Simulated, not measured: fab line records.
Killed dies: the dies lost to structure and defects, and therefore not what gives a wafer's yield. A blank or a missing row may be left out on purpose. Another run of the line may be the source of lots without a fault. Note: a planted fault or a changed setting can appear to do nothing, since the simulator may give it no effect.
fab line records	flow sky130
[record] lots = 4	wafers = 12	last_day = 49
route steps=708 shown POLY_CUT@317 SD_P@320 RES_XHIGH@332 SD_N@342 PAD_OPEN@708
lots that met no fault: from a run of the same line without faults
start_h: hours from the record's first day to the start of the lot's first wafer shown	wait_h: hours elapsed since this lot's preceding step	" same as the row above	L1.1+2: one row covering several wafers at once	- either no value or no given start	* or withheld: withheld	< > ~ a bound
route shown NAME@n: a module of which the file shows steps, and the number in the route of the first	usual: average and standard deviation across the fault-free wafers	same: alike in all rows	chamber/n: place in a boat	sites: each site's reading	_std_site: the values' standard deviation	_edge_site: mean of outer sites minus mean of inner sites	radius_mm: for every site, how far away it sits from the centre of the wafer	mask NAME#n: copy n	behind: the tool/chamber that last shaped the wafer	hold: reason for holding the lot/hours on hold/outcome of the hold	device: transistor that didn't switch, given as n, p or np	end of line: the same wafers' tests at the end of the route	a step without rows: its recipe alone	killed: at the first sort, the dies lost to defects and structure; wafer yield is something else	map: the dies of a wafer, with x for killed, . for not killed, _ for no die there
set.NAME: the run value of the setting; set.NAME@STEP: its run value at that earlier step	model.NAME: the simulator's own value behind a step, which no gauge read
a table for each step, a row for each wafer; lots at some steps of the route
services: a tool's chamber out of use, with start hour (start_h, from the record's first day; less than 0 if before it), hours out, and reason
[[steps]]
[step SKY_POLY_CUT_ETCH_10]
[recipe] chemistry = N2/H2	target = BARC	ion_energy_ev = 200	source_w = 500	bias_w = 100	pressure_mtorr = 30	n2_flow_sccm = 100	h2_flow_sccm = 200	stop_on = SiO2	time_s = 45.9	target_depth_a = 600
[step SKY_POLY_CUT_ETCH_11]
[recipe] target = Si3N4	chemistry = CF4/CH2F2/Ar	stop_on = poly-Si	source_w = 600	bias_w = 150	pressure_mtorr = 40	cf4_flow_sccm = 40	ch2f2_flow_sccm = 20	Ar_flow_sccm = 150	time_s = 42.5	target_depth_a = 600
[step SKY_POLY_CUT_STRIP_12]
[recipe] chemistry = O2/N2	power_w = 1400	pressure_mtorr = 1500	platen_temp_c = withheld	o2_flow_sccm = 3000	n2_flow_sccm = 300	overash_fraction = 0.5
[step SKY_SD_P_DEHYDRATE_00]
[recipe] temp_c = 200	time_s = 60
[step SKY_SD_P_HMDS_01]
[recipe] prime_time_s = 60	prime_temp_c = 120
[step SKY_SD_P_COAT_02]
[recipe] resist = NOVOLAK	spin_rpm = 3000	resist_thk_nm = 1140
[step SKY_SD_P_SOFTBAKE_03]
[recipe] temp_c = 90	time_s = 60	resist = NOVOLAK
[step SKY_SD_P_EXPOSE_04]
[recipe] mask_id = PSDM	na = 0.6	source_shape = conventional	sigma_outer = 0.6	polarization = unpolarized	target_cd_nm = 380	dose_mj = 138
[step SKY_SD_P_PEB_05]
[recipe] temp_c = withheld	time_s = *	resist = NOVOLAK
[step SKY_SD_P_DEVELOP_06]
[recipe] resist = NOVOLAK	developer = TMAH	develop_time_s = 60	dev_temp_c = 23
[step SKY_SD_P_IMPLANT_09]
[recipe] species = BF2	energy_kev = 20	dose_cm2 = 3e+15	tilt_deg = 0
[usual] dose_ions_cm2 = 2.9997e+15/3e+12
[same] implant_ion_amu = 49
lot.wafer	tool	chamber	start_h	wait_h	dose_ions_cm2
L856.1	implanter-04	0	630.94	0.0	2.9995e+15
L856.4	"	0	"	"	3.0002e+15
L856.6	"	0	"	"	2.9969e+15
L867.1	implanter-04	0	711.84	0.0	2.3236e+15
L867.3	"	0	"	"	2.3239e+15
L867.6	"	0	"	"	2.3222e+15
L868.1	implanter-04	0	713.51	0.0	2.3256e+15
L868.2	"	0	"	"	2.3193e+15
L868.5	"	0	"	"	2.3238e+15
L872.3	implanter-01	0	743.09	0.1	2.9995e+15
L872.4	"	0	"	"	3.0087e+15
L872.6	"	0	"	"	3.0013e+15
[step SKY_SD_P_STRIP_10]
[recipe] chemistry = O2/N2	power_w = 1400	pressure_mtorr = 1500	platen_temp_c = withheld	o2_flow_sccm = 3000	n2_flow_sccm = 300	overash_fraction = 0.5
[usual] drypump_motor_current_A = 5.7/0.32	oes_product_au = 0.617/0.0046	strip_time_to_endpoint_s = 17.48/0.039
lot.wafer	tool	chamber	start_h	wait_h	drypump_motor_current_A	oes_product_au	rf_hours_counter_h	strip_time_to_endpoint_s
L856.1	plasma_asher-01	0	631.09	0.1	5.8	0.615	48	17.48
L856.4	"	1	"	"	6.3	0.619	-	17.52
L856.6	"	0	"	"	5.8	0.613	-	17.49
L867.1	plasma_asher-03	0	711.99	0.1	5.4	0.625	104	16.93
L867.3	"	1	"	"	5.4	0.628	-	16.98
L867.6	"	0	"	"	5.4	0.623	-	16.96
L868.1	plasma_asher-01	0	713.66	0.1	5.8	0.629	57	16.93
L868.2	"	1	"	"	6.3	0.631	57	16.94
L868.5	"	1	"	"	6.3	0.629	-	16.95
L872.3	plasma_asher-03	1	743.22	0.1	5.5	0.616	-	17.47
L872.4	"	0	"	"	5.4	0.625	-	17.47
L872.6	"	0	"	"	5.4	0.619	-	17.54
[step SKY_SD_P_TW_MEAS_11]
[usual] SD_P_TW = 2808/36
lot.wafer	tool	chamber	start_h	wait_h	SD_P_TW
L856.1	film_metro-04	-	631.19	0.1	2753
L856.4	"	-	"	"	2754
L856.6	"	-	"	"	2758
L867.1	film_metro-03	-	712.09	0.1	2708
L867.3	"	-	"	"	2712
L867.6	"	-	"	"	2716
L868.1	film_metro-01	-	713.76	0.1	2700
L868.2	"	-	"	"	2705
L868.5	"	-	"	"	2707
L872.3	film_metro-04	-	743.31	0.1	2774
L872.4	"	-	"	"	2765
L872.6	"	-	"	"	2765
[step SKY_RES_XHIGH_DEHYDRATE_00]
[recipe] temp_c = 200	time_s = 60
[step SKY_RES_XHIGH_HMDS_01]
[recipe] prime_time_s = 60	prime_temp_c = 120
[step SKY_RES_XHIGH_COAT_02]
[recipe] resist = NOVOLAK	spin_rpm = 3000	resist_thk_nm = 1140
[step SKY_RES_XHIGH_SOFTBAKE_03]
[recipe] temp_c = 90	time_s = 60	resist = NOVOLAK
[step SKY_RES_XHIGH_EXPOSE_04]
[recipe] mask_id = URPM	na = 0.6	source_shape = conventional	sigma_outer = 0.6	polarization = unpolarized	target_cd_nm = 1270	dose_mj = 140
[step SKY_RES_XHIGH_PEB_05]
[recipe] temp_c = withheld	time_s = *	resist = NOVOLAK
[step SKY_RES_XHIGH_DEVELOP_06]
[recipe] resist = NOVOLAK	developer = TMAH	develop_time_s = 60	dev_temp_c = 23
[step SKY_RES_XHIGH_IMPLANT_07]
[recipe] species = BF2	energy_kev = 20	dose_cm2 = 3.6e+14	tilt_deg = 0
[step SKY_RES_XHIGH_STRIP_08]
[recipe] chemistry = O2/N2	power_w = 1400	pressure_mtorr = 1500	platen_temp_c = withheld	o2_flow_sccm = 3000	n2_flow_sccm = 300	overash_fraction = 0.5
[step SKY_SD_N_DEHYDRATE_00]
[recipe] temp_c = 200	time_s = 60
[step SKY_SD_N_HMDS_01]
[recipe] prime_time_s = 60	prime_temp_c = 120
[step SKY_SD_N_COAT_02]
[recipe] resist = NOVOLAK	spin_rpm = 3000	resist_thk_nm = 1140
[step SKY_SD_N_SOFTBAKE_03]
[recipe] temp_c = 90	time_s = 60	resist = NOVOLAK
[step SKY_SD_N_EXPOSE_04]
[recipe] mask_id = NSDM	na = 0.6	source_shape = conventional	sigma_outer = 0.6	polarization = unpolarized	target_cd_nm = 380	dose_mj = 141
[step SKY_SD_N_PEB_05]
[recipe] temp_c = withheld	time_s = *	resist = NOVOLAK
[step SKY_SD_N_DEVELOP_06]
[recipe] resist = NOVOLAK	developer = TMAH	develop_time_s = 60	dev_temp_c = 23
[step SKY_SD_N_IMPLANT_09]
[recipe] species = As	energy_kev = 50	dose_cm2 = 4e+15	tilt_deg = 0
[step SKY_SD_N_IMPLANT_10]
[recipe] species = P	energy_kev = 20	dose_cm2 = 1e+14	tilt_deg = 0
[step SKY_SD_N_STRIP_11]
[recipe] chemistry = O2/N2	power_w = 1400	pressure_mtorr = 1500	platen_temp_c = withheld	o2_flow_sccm = 3000	n2_flow_sccm = 300	overash_fraction = 0.5
[step SKY_SD_N_CLEAN_13]
[recipe] chemistry = SC1/SC2	mix = 1:4:20	temp_c = 70	time_s = 150	dry = n2_spin
[step SKY_SD_N_RTA_14]
[recipe] temp_c = 1075	time_s = 2	idle_temp_c = 650	ramp_up_c_per_s = 150	ramp_down_c_per_s = 90	ambient = N2
[step SKY_SD_N_RS_MEAS_17]
[recipe] thk_meas_gauge = four-point-probe
[usual] SD_P_RS = 147.1/0.39
lot.wafer	tool	chamber	start_h	wait_h	SD_P_RS[ohm/sq]
L856.1	film_metro-01	-	688.99	0.1	147.2
L856.4	"	-	"	"	147.4
L856.6	"	-	"	"	147.2
L867.1	film_metro-04	-	766.71	0.1	150.6
L867.3	"	-	"	"	150.7
L867.6	"	-	"	"	150.7
L868.1	film_metro-04	-	769.01	0.1	150.9
L868.2	"	-	"	"	151.0
L868.5	"	-	"	"	151.3
L872.3	film_metro-01	-	797.25	0.1	147.1
L872.4	"	-	"	"	147.2
L872.6	"	-	"	"	146.2
[step SKY_PAD_OPEN_PROBE_99]
[usual] killed_at_M0_to_M3 = 44/7.1	killed_at_M4_up = 3.0/1.9	killed_at_contacts = 25/5.6	killed_at_front_end = 14/4.1	killed_at_other = 0.2/0.44	killed_dies = 86/9.1	killed_open = 47/7.4	killed_short = 39/5.7
[same] gross_dies = 492	killed_at_back_side = 0
lot.wafer	tool	chamber	start_h	wait_h	killed_at_M0_to_M3	killed_at_M4_up	killed_at_contacts	killed_at_front_end	killed_at_other	killed_dies	killed_open	killed_short	model.etest.res_high_po.line_ohm_um	model.etest.licon_high_po.rc_ohm	model.etest.res_pdiff.line_ohm_um	model.etest.res_high_po.rs_ohm_sq	model.etest.licon_pdiff.rc_ohm	model.etest.res_pdiff_hv.rs_ohm_sq	model.etest.res_pdiff.rs_ohm_sq
L856.1	prober-01	-	1102.34	0.1	36	1	23	15	0	75	43	32	745.7	354	1382	260.3	600	191.6	198.1
L856.4	prober-01	-	1102.49	0.2	45	0	21	15	1	82	42	40	729.6	344	1381	253.1	604.6	191.4	198.7
L856.6	prober-01	-	1102.59	0.2	63	5	26	7	1	102	61	41	737	352.6	1374	256.4	582.5	192.3	197.8
L867.1	prober-01	-	1160.67	0.1	34	3	22	10	1	70	32	38	903.3	520.6	1469	319.6	667.4	202.9	208.7
L867.3	prober-01	-	1160.77	0.2	35	0	19	14	0	68	33	35	893.7	504.4	1460	315.3	611.3	203.6	207.9
L867.6	prober-01	-	1160.92	0.2	43	1	22	13	0	79	36	43	917.7	512.5	1466	318.1	631.7	202.7	208.9
L868.1	prober-01	-	1164.18	0.1	52	6	17	8	1	84	42	42	921.4	510.1	1481	318.1	648.7	205.7	212.8
L868.2	prober-01	-	1164.23	0.1	57	0	16	8	0	81	38	43	906.5	497.4	1472	315.6	642.9	205.1	210.2
L868.5	prober-01	-	1164.38	0.2	46	6	32	16	0	100	66	34	912.6	505.3	1481	325.8	618.8	206.1	212.4
L872.3	prober-02	-	1174.70	0.2	45	1	20	13	0	79	41	38	746.7	351.3	1350	260.8	580.1	190.4	195.7
L872.4	prober-02	-	1174.75	0.2	50	1	26	11	0	88	42	46	768.9	359.6	1346	268	615.6	190.3	195.1
L872.6	prober-02	-	1174.85	0.2	40	5	22	11	2	80	48	32	740.8	346.3	1394	256.4	599.3	188.3	195.5
// killed by level:class
L856.1 VIA1:geometric_particle:open=8 VIA3:geometric_particle:open=8 CONTACT:geometric_particle:open=7 LOCAL_INTERCONNECT:geometric_particle:short=6 VIA2:geometric_particle:open=6 FIELD_ISO:geometric_particle:short=5 LI_CONTACT:geometric_particle:open=5 FIELD_ISO:geometric_particle:open=4
L856.4 VIA1:geometric_particle:open=10 LI_CONTACT:geometric_particle:open=8 VIA3:geometric_particle:open=7 METAL1:geometric_particle:short=6 VIA2:geometric_particle:short=6 POLY_GATE:geometric_particle:short=5 METAL2:geometric_particle:short=5 FIELD_ISO:geometric_particle:open=4
L856.6 VIA1:geometric_particle:open=17 CONTACT:geometric_particle:open=11 LI_CONTACT:geometric_particle:open=9 VIA3:geometric_particle:open=8 VIA1:geometric_particle:short=8 METAL2:geometric_particle:short=6 VIA2:geometric_particle:open=6 METAL1:geometric_particle:short=5
L867.1 METAL2:geometric_particle:short=8 CONTACT:geometric_particle:open=8 VIA1:geometric_particle:open=7 CONTACT:geometric_particle:short=6 LI_CONTACT:geometric_particle:open=4 METAL1:geometric_particle:short=4 VIA2:geometric_particle:open=4 VIA3:geometric_particle:open=4
L867.3 CONTACT:geometric_particle:open=8 VIA1:geometric_particle:open=6 FIELD_ISO:geometric_particle:short=5 METAL1:geometric_particle:short=5 VIA1:geometric_particle:short=4 LI_CONTACT:geometric_particle:open=4 VIA2:geometric_particle:open=4 VIA3:geometric_particle:short=4
L867.6 VIA1:geometric_particle:open=11 CONTACT:geometric_particle:short=8 VIA3:geometric_particle:open=6 VIA1:geometric_particle:short=6 METAL2:geometric_particle:short=6 FIELD_ISO:geometric_particle:short=5 METAL1:geometric_particle:short=5 CONTACT:geometric_particle:open=5
L868.1 CONTACT:geometric_particle:open=11 METAL1:geometric_particle:short=8 VIA1:geometric_particle:open=8 VIA3:geometric_particle:open=7 VIA2:geometric_particle:open=6 VIA3:geometric_particle:short=6 METAL4:geometric_particle:short=5 CONTACT:geometric_particle:short=4
L868.2 VIA1:geometric_particle:open=11 VIA3:geometric_particle:open=9 VIA3:geometric_particle:short=8 METAL1:geometric_particle:short=7 VIA1:geometric_particle:short=6 CONTACT:geometric_particle:short=5 CONTACT:geometric_particle:open=5 METAL2:geometric_particle:short=4
L868.5 CONTACT:geometric_particle:open=15 VIA1:geometric_particle:open=11 VIA3:geometric_particle:open=9 LI_CONTACT:geometric_particle:open=8 VIA2:geometric_particle:open=7 FIELD_ISO:geometric_particle:short=6 FIELD_ISO:geometric_particle:open=5 METAL4:geometric_particle:short=5
L872.3 LI_CONTACT:geometric_particle:open=9 VIA1:geometric_particle:open=9 METAL2:geometric_particle:short=6 VIA1:geometric_particle:short=6 METAL3:geometric_particle:short=6 VIA3:geometric_particle:open=6 CONTACT:geometric_particle:open=5 VIA2:geometric_particle:open=5
L872.4 CONTACT:geometric_particle:open=10 VIA1:geometric_particle:open=10 VIA3:geometric_particle:open=8 CONTACT:geometric_particle:short=7 METAL1:geometric_particle:short=7 VIA1:geometric_particle:short=6 LI_CONTACT:geometric_particle:short=5 METAL2:geometric_particle:short=5
L872.6 VIA1:geometric_particle:open=12 LI_CONTACT:geometric_particle:open=8 VIA2:geometric_particle:open=8 VIA3:geometric_particle:open=7 CONTACT:geometric_particle:open=7 METAL4:geometric_particle:short=5 POLY_GATE:geometric_particle:short=3 LOCAL_INTERCONNECT:geometric_particle:short=3
[[services]]
tool	chamber	start_h	hours	kind
implanter-01	-	651.90	1.8	repair
implanter-04	-	680.14	2.2	repair
implanter-01	-	702.33	4.0	pm
plasma_asher-01	-	714.56	1.7	repair
plasma_asher-03	-	733.84	9.0	pm
plasma_asher-03	0	733.84	9.0	vent_cycle
plasma_asher-03	1	733.84	9.0	vent_cycle
implanter-04	-	733.94	4.7	pm
implanter-04	-	739.25	0.8	repair
plasma_asher-03	0	742.84	-	clean
plasma_asher-03	1	742.84	-	clean
[[key]]
[first_sign] step = SKY_SD_P_IMPLANT_09	reading = dose_ions_cm2	direction = down	sigmas = 99+	usual = *	struck = *
[effect] step = SKY_SD_P_STRIP_10	reading = strip_time_to_endpoint_s	direction = down	sigmas = 14	usual = *	struck = *
[effect] step = SKY_SD_P_TW_MEAS_11	reading = SD_P_TW	direction = down	sigmas = 2.8	usual = 2808	struck = 2708
[effect] step = SKY_SD_N_RS_MEAS_17	reading = SD_P_RS	direction = up	sigmas = 9.6	usual = 147.1	struck = 150.8
[model_effect] step = SKY_PAD_OPEN_PROBE_99	value = etest.res_high_po.line_ohm_um	without = 750.2	struck = 909.2
met_at SKY_SD_P_IMPLANT_09
struck_wafers L867.1,L867.3,L867.6,L868.1,L868.2,L868.5
tester_left_out L867,L868
onset_between 630.94 711.84
[fault] kind = process_parameter_drift	tool = implanter-04	chamber = -	onset_h = 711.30	steps = SKY_SD_P_IMPLANT_09	channel = dose_cm2	offset = *	shape = step	end_h = 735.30	acts_in = *	stated = *
// tester_left_out: of these lots the tester's yield and bins aren't shown, on N5 and GAA mostly nor the transistor test; their killed dies are dies lost to structure and defects alone, not to doping, threshold or leakage, so they don't give the yield
